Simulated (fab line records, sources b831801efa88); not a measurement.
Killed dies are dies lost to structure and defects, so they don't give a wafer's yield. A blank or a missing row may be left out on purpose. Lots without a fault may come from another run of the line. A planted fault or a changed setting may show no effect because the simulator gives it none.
One fault seen from 2 desks | flow sky130 | each desk has only its own numbers; what lay behind them comes last

THE METROLOGY DESK
What the gauges read, lot by lot, whatever tool the lot ran on: means of the sampled wafers that have a number. A lot is out of limits, marked OUT, if its mean lies more than 4 standard deviations from the usual mean; the brackets give that distance.
Columns: A = POLY_CUT_OVL at SKY_POLY_CUT_OVL_MEAS_09, usual -1 nm; B = SD_P_TW at SKY_SD_P_TW_MEAS_11, usual 2807; C = cd_nm at SKY_SD_N_CD_MEAS_07, usual 380.0 nm
lot  | first seen here | A  | B    | C
L652 | day 23 11:45    | 10 | 2800 | 381.2
L653 | day 24 00:09    | -7 | 2809 | 384.1
L654 | day 24 05:58    | -2 | 2804 | 383.7
L657 | day 25 11:51    | 1  | 2809 | 382.9
L660 | day 26 22:43    | -2 | 2828 | 376.7
L661 | day 27 04:40    | -2 | 2800 | 382.8
L663 | day 27 22:31    | 5  | 2793 | 379.3
L664 | day 28 02:56    | 5  | 2800 | 382.0
L667 | day 30 10:22    | -5 | 2809 | 361.2 (-8.2) OUT
L666 | day 30 11:43    | 8  | 2821 | 368.0 (-5.2) OUT
L670 | day 31 11:16    | -2 | 2810 | 365.0 (-6.5) OUT
L673 | day 32 08:19    | -5 | 2791 | 379.6
L675 | day 32 14:22    | -2 | 2795 | 381.3
This desk's finding: out of limits on L666, L667, L670; first on L667, day 33 20:27 (cd_nm at SKY_SD_N_CD_MEAS_07). In limits: L652, L653, L654, L657, L660, L661, L663, L664, L673, L675.

THE TOOL OWNER'S DESK: litho_track-04
The tool's own readings at SKY_SD_N_DEVELOP_06 (develop time 60 s): means of the sampled wafers that have a number, for each lot that ran on this tool. A lot is out of limits, marked OUT, if its mean lies more than 4 standard deviations from the usual mean; the brackets give that distance.
Columns: A = resist_line_temp_C at SKY_SD_N_DEVELOP_06, usual 23.03 C
lot  | first seen here | A
L660 | day 30 10:29    | 23.08
L661 | day 30 16:01    | 22.94
L663 | day 31 09:53    | 23.03
L667 | day 33 20:19    | 23.13
L666 | day 33 21:37    | 23.10
L670 | day 34 19:55    | 23.05
This desk's finding: nothing out of limits on any of the 6 lots.

PUT TOGETHER
The metrology desk could have raised an alarm at day 33 20:27, on L666, L667, L670.
The tool owner's desk saw nothing out of limits.
The tool owner's desk has L666, L667, L670 on record, within its limits.
Of the lots named, all ran SKY_SD_N_DEVELOP_06 on litho_track-04.

WHAT THE SIMULATOR HAD PUT IN
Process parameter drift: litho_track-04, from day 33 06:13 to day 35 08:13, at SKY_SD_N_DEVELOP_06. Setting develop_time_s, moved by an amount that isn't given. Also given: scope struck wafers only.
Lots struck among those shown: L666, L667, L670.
Hours from the fault's start to each desk's first reading out of limits: the metrology desk, 14.
